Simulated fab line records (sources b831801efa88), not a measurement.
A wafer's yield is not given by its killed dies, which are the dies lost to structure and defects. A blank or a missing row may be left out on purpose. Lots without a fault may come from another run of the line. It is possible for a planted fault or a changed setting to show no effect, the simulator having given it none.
2 desks looking at one fault ; flow gf180mcu ; what lay behind the numbers comes last; until then each desk has only its own

== AT THE METROLOGY DESK ==
What the gauges read for every lot (on any tool): the sampled wafers with a number, averaged. Any lot whose mean is over 4 standard deviations away from the usual mean is out of limits and marked OUT; that distance is given in the brackets.
Columns: A = MIM_ALCU_THK at GF_MIM_THK_MEAS_11, usual 200.9 nm
lot;first seen here;A
L745;day 24 09:08;198.9
L749;day 26 00:41;199.5
L754;day 27 15:37;202.8
L755;day 27 22:12;194.8
L758;day 28 18:25;200.4
L761;day 29 16:16;199.7
L762;day 29 21:43;200.8
L763;day 29 23:32;199.0
L764;day 30 10:35;202.7
L765;day 30 20:24;203.0
L768;day 31 07:56;201.1
This desk's verdict: no lot among the 11 shows anything out of limits.

== DESK OF THE TOOL OWNER: pvdSputter-02 ==
At GF_MIM_SPUTTER_09 (material TiN, target thk 35 nm, time 29.2 s) the tool's own readings: per lot run on this tool, the mean of the sampled wafers that have a number. Any lot whose mean is over 4 standard deviations away from the usual mean is out of limits and marked OUT; that distance is given in the brackets.
Columns: A = throttleValvePct at GF_MIM_SPUTTER_09, usual 30.3 %
lot;first seen here;A
L749;day 26 00:32;30.7
L755;day 27 22:03;30.8
This desk's verdict: no lot among the 2 shows anything out of limits.

== TAKEN TOGETHER ==
Nothing out of limits was seen by the metrology desk.
The tool owner's desk saw nothing out of limits.

== WHAT WAS PUT IN BY THE SIMULATOR ==
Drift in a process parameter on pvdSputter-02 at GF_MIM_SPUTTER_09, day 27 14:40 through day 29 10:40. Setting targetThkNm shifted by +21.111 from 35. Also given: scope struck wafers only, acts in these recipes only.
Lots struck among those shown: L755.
